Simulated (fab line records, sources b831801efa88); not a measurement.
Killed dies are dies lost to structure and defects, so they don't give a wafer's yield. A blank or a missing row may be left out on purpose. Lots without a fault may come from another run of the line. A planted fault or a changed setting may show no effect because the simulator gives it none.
One fault seen from 2 desks | flow sfq_line | each desk has only its own numbers; what lay behind them comes last

THE METROLOGY DESK
What the gauges read, lot by lot, whatever tool the lot ran on: means of the sampled wafers that have a number. A lot is out of limits, marked OUT, if its mean lies more than 4 standard deviations from the usual mean; the brackets give that distance.
Columns: A = I3_OVL at SFQ_I3_OVL_MEAS_923, usual -2 nm; B = R5_OVL at SFQ_R5_OVL_MEAS_935, usual -1 nm
lot  | first seen here | A   | B
L596 | day 44 20:25    | -3  | -5
L597 | day 44 22:46    | 0   | -2
L598 | day 51 03:59    | -2  | 2
L599 | day 51 07:35    | 0   | -4
L600 | day 55 21:32    | 5   | 6
L601 | day 56 07:08    | -1  | 1
L603 | day 56 16:44    | -9  | -7
L605 | day 56 20:20    | -1  | 3
L606 | day 56 23:56    | -3  | -2
L607 | day 57 02:20    | -2  | -6
L609 | day 57 05:56    | -6  | -2
L611 | day 57 10:44    | -10 | -4
L614 | day 57 22:52    | -5  | 2
L615 | day 58 01:16    | -1  | -1
L616 | day 58 04:52    | 4   | 4
This desk's finding: nothing out of limits on any of the 15 lots.

THE TOOL OWNER'S DESK: pecvd-01
The tool's own readings at SFQ_TRILAYER_A5B_DEP_PECVD_129 (deposits SiO2 from SiH4/N2O, time 133.33 s, target thk 600 nm): means of the sampled wafers that have a number, for each lot that ran on this tool. A lot is out of limits, marked OUT, if its mean lies more than 4 standard deviations from the usual mean; the brackets give that distance.
Columns: A = heater_power_outer_w at SFQ_TRILAYER_A5B_DEP_PECVD_129, usual 24 W; B = heater_power_w at SFQ_TRILAYER_A5B_DEP_PECVD_129, usual 75 W; C = run_length_s at SFQ_TRILAYER_A5B_DEP_PECVD_129, usual 161.3 s; D = throttle_valve_pct at SFQ_TRILAYER_A5B_DEP_PECVD_129, usual 24.9 %
lot  | first seen here | A  | B  | C               | D
L597 | day 65 15:10    | 26 | 81 | 162.4           | 25.3
L600 | day 66 17:34    | 26 | 80 | 161.5           | 25.2
L605 | day 67 17:47    | 27 | 81 | 161.7           | 25.3
L607 | day 67 21:23    | 29 | 84 | 173.1 (+18) OUT | 25.4
L609 | day 68 08:11    | 24 | 75 | 194.2 (+51) OUT | 25.6
L611 | day 69 05:59    | 20 | 70 | 177.6 (+25) OUT | 25.5
L616 | day 73 22:49    | 26 | 79 | 161.7           | 25.8
This desk's finding: out of limits on L607, L609, L611; first on L607, day 67 21:23 (run_length_s at SFQ_TRILAYER_A5B_DEP_PECVD_129). In limits: L597, L600, L605, L616.

PUT TOGETHER
The tool owner's desk could have raised an alarm at day 67 21:23, on L607, L609, L611.
The metrology desk saw nothing out of limits.
The metrology desk has L607, L609, L611 on record, within its limits.
Of the lots named, all ran SFQ_TRILAYER_A5B_DEP_PECVD_129 on pecvd-01.

WHAT THE SIMULATOR HAD PUT IN
Process parameter drift: pecvd-01, from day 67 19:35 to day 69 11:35, at SFQ_TRILAYER_A5B_DEP_PECVD_129. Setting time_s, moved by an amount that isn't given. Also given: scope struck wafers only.
Lots struck among those shown: L607, L609, L611.
Hours from the fault's start to each desk's first reading out of limits: the tool owner's desk, 2.
